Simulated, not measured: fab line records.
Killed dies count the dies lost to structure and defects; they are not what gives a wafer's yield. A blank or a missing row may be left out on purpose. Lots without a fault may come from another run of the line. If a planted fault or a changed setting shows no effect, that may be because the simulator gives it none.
Matching of chambers ; flow sky130 ; 4 sister chambers for SKY_LI_CONTACT_CMP_24 on cmp-01
The step polishes, stops on PSG, t overpolish 20 s, target thk 0 nm. 14 wafers are shown with their chamber, then 6 later ones without.

WAFERS PAIRED WITH THEIR CHAMBERS
wafer;chamber;motorCurrentA (A);timeToEndpointS (s);overpolishRunS (s)
L077.2;1;11.4;96;20.020
L077.4;0;9.6;100;20.005
L077.6;3;11.4;95;20.014
L079.1;0;9.9;95;20.010
L079.3;1;11.7;91;19.998
L079.5;3;11.0;91;20.000
L080.2;3;11.1;104;19.994
L080.4;0;10.2;106;20.004
L087.1;3;11.3;91;20.006
L087.3;0;9.7;99;20.011
L087.6;2;11.3;103;20.002
L088.2;2;9.9;95;19.993
L088.4;0;10.0;95;19.995
L088.6;1;11.9;95;20.000

SIGNATURES, as means of the wafers listed above
reading;chamber 0;chamber 1;chamber 2;chamber 3;scatter within a chamber
motorCurrentA;9.880;11.667;10.600;11.200;0.379
timeToEndpointS;99.00;94.00;99.00;95.25;4.91
overpolishRunS;20.00500;20.00600;19.99750;20.00350;0.00847
Rule: for each reading, subtract the chamber's mean from the wafer's reading, divide by that reading's scatter and square the result; add these up over the readings and take the root, which gives the wafer's distance from the chamber. If the next closest chamber is less than 2 further off than the closest, the wafer can't be placed; otherwise it belongs to the closest. How the scatter is found: for the shown wafers, subtract from each reading the mean of its chamber, square and add these, divide the total by (wafers less chambers), then take the root.

WAFERS MISSING THEIR CHAMBER
wafer;motorCurrentA (A);timeToEndpointS (s);overpolishRunS (s)
L090.1;10.0;100;20.003
L090.3;11.3;96;19.992
L090.5;11.0;103;19.990
L097.3;10.5;102;19.995
L097.5;11.8;100;20.000
L097.6;9.9;100;19.991

CHAMBER TAKEN BY EACH
wafer;from the rows above;in truth
L090.1;can't be placed: 0 or 2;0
L090.3;can't be placed: 3 or 1 or 2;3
L090.5;can't be placed: 2 or 3 or 1 or 0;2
L097.3;can't be placed: 2 or 0 or 3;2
L097.5;can't be placed: 1 or 3 or 2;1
L097.6;can't be placed: 0 or 2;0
Placed correctly: 0 of 6. Not placeable from these rows: 6 (in 6, the candidates include the true chamber). Wrongly placed: 0.
